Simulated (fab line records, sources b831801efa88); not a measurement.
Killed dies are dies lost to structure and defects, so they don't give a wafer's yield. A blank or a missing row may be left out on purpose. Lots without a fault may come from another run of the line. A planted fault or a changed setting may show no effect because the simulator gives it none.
Chamber matching | flow sky130 | SKY_FIELD_ISO_ETCH_17 on rie_si-01: 4 sister chambers
The step etches Si in HBr/Cl2/O2, target depth 342 nm, time 97.7 s. 16 wafers are shown with their chamber, then 8 later ones without.

WAFERS WITH THEIR CHAMBER
wafer  | chamber | drypump_motor_current_A (A) | oes_product_au (a.u.) | chamber_pressure_mTorr (mTorr)
L399.3 | 3       | 5.4                         | 1.000                 | 15.011
L399.4 | 1       | 4.8                         | 0.991                 | 15.004
L399.6 | 1       | 4.8                         | 0.998                 | 14.988
L402.2 | 2       | 6.2                         | 1.001                 | 14.993
L402.4 | 0       | 5.9                         | 1.004                 | 15.022
L402.5 | 3       | 5.4                         | 1.007                 | 14.990
L403.1 | 3       | 5.4                         | 1.013                 | 14.981
L403.2 | 1       | 4.8                         | 0.995                 | 15.007
L403.3 | 0       | 6.0                         | 0.994                 | 15.008
L409.1 | 3       | 5.5                         | 1.004                 | 14.974
L409.4 | 0       | 6.0                         | 0.997                 | 15.006
L409.6 | 3       | 5.5                         | 1.005                 | 15.003
L414.1 | 2       | 6.2                         | 1.000                 | 15.030
L414.2 | 0       | 5.9                         | 1.003                 | 15.010
L414.4 | 3       | 5.5                         | 1.010                 | 15.008
L416.1 | 1       | 4.7                         | 1.001                 | 15.003

SIGNATURES (means of the wafers above)
reading                 | chamber 0 | chamber 1 | chamber 2 | chamber 3 | scatter within a chamber
drypump_motor_current_A | 5.950     | 4.775     | 6.200     | 5.450     | 0.052
oes_product_au          | 0.99950   | 0.99625   | 1.00050   | 1.00650   | 0.00438
chamber_pressure_mTorr  | 15.01150  | 15.00050  | 15.01150  | 14.99450  | 0.0136
Rule: a wafer's distance from a chamber is the root of the sum, over the readings, of the square of ((its reading less the chamber's mean) divided by the reading's scatter). The wafer belongs to the nearest chamber; if the next one is less than 2 further off, it can't be placed. The scatter: the root of (the sum of the squares of (reading less its chamber's mean) over the shown wafers, divided by (wafers less chambers)).

WAFERS WITHOUT THEIR CHAMBER
wafer  | drypump_motor_current_A (A) | oes_product_au (a.u.) | chamber_pressure_mTorr (mTorr)
L416.2 | 6.2                         | 0.998                 | 14.992
L416.3 | 5.5                         | 0.999                 | 14.984
L418.1 | 6.2                         | 1.015                 | 15.023
L418.2 | 6.0                         | 1.009                 | 14.990
L418.3 | 4.8                         | 1.015                 | 15.024
L419.2 | 5.5                         | 1.002                 | 15.007
L419.3 | 4.7                         | 0.994                 | 14.990
L419.4 | 6.2                         | 1.010                 | 14.987

WHICH CHAMBER EACH WENT THROUGH
wafer  | from the rows above     | in truth
L416.2 | 2                       | 2
L416.3 | 3                       | 3
L418.1 | 2                       | 2
L418.2 | can't be placed: 0 or 2 | 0
L418.3 | 1                       | 1
L419.2 | 3                       | 3
L419.3 | 1                       | 1
L419.4 | 2                       | 2
Placed correctly: 7 of 8. Can't be placed from these rows: 1 (the true chamber is among the candidates in 1). Placed wrongly: 0.
